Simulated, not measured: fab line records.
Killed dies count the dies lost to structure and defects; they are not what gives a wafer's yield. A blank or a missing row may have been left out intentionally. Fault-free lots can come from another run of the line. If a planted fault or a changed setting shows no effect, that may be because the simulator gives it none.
One fault seen from 2 desks | flow sfqLine | what lay behind the numbers comes last; until then each desk has only its own

== FROM THE METROLOGY DESK ==
Means of the sampled wafers that have a number, per lot and without regard to the tool the lot ran on: this is what the gauges read. The brackets show how far a lot's mean lies from the usual mean; more than 4 standard deviations puts the lot out of limits, marked OUT.
Columns: A = I7_BOW at SFQ_I7_BOW_MEAS_946, usual 8 um; B = I7_OVL at SFQ_I7_OVL_MEAS_947, usual 1 nm
lot  | first seen here | A  | B
L872 | day 68 09:07    | 13 | 3
L876 | day 68 18:07    | 16 | 8
L886 | day 75 10:16    | -2 | -2
L888 | day 76 01:21    | 19 | 2
L890 | day 80 14:19    | 14 | -1
This desk's verdict: no lot among the 5 shows anything out of limits.

== THE TOOL OWNER'S DESK: rieDiel-01 ==
The tool's own readings at SFQ_TRILAYER_I7_VIA_BARC_OPEN_VIA_ETCH_260 (etches BARC in O2, target depth 125 nm, time 41.7 s): means of the sampled wafers that have a number, for each lot that ran on this tool. The brackets show how far a lot's mean lies from the usual mean; more than 4 standard deviations puts the lot out of limits, marked OUT.
Columns: A = drypumpMotorCurrentA at SFQ_TRILAYER_I7_VIA_BARC_OPEN_VIA_ETCH_260, usual 5.6 A; B = oesProductAu at SFQ_TRILAYER_I7_VIA_BARC_OPEN_VIA_ETCH_260, usual 0.685 a.u.
lot  | first seen here | A   | B
L872 | day 72 01:56    | 5.4 | 0.683
L876 | day 72 19:56    | 5.4 | 0.686
L886 | day 75 18:52    | 5.3 | 0.686
This desk's verdict: no lot among the 3 shows anything out of limits.

== TAKEN TOGETHER ==
Metrology desk: nothing out of limits seen.
Nothing out of limits was seen by the tool owner's desk.

== WHAT THE SIMULATOR PUT IN ==
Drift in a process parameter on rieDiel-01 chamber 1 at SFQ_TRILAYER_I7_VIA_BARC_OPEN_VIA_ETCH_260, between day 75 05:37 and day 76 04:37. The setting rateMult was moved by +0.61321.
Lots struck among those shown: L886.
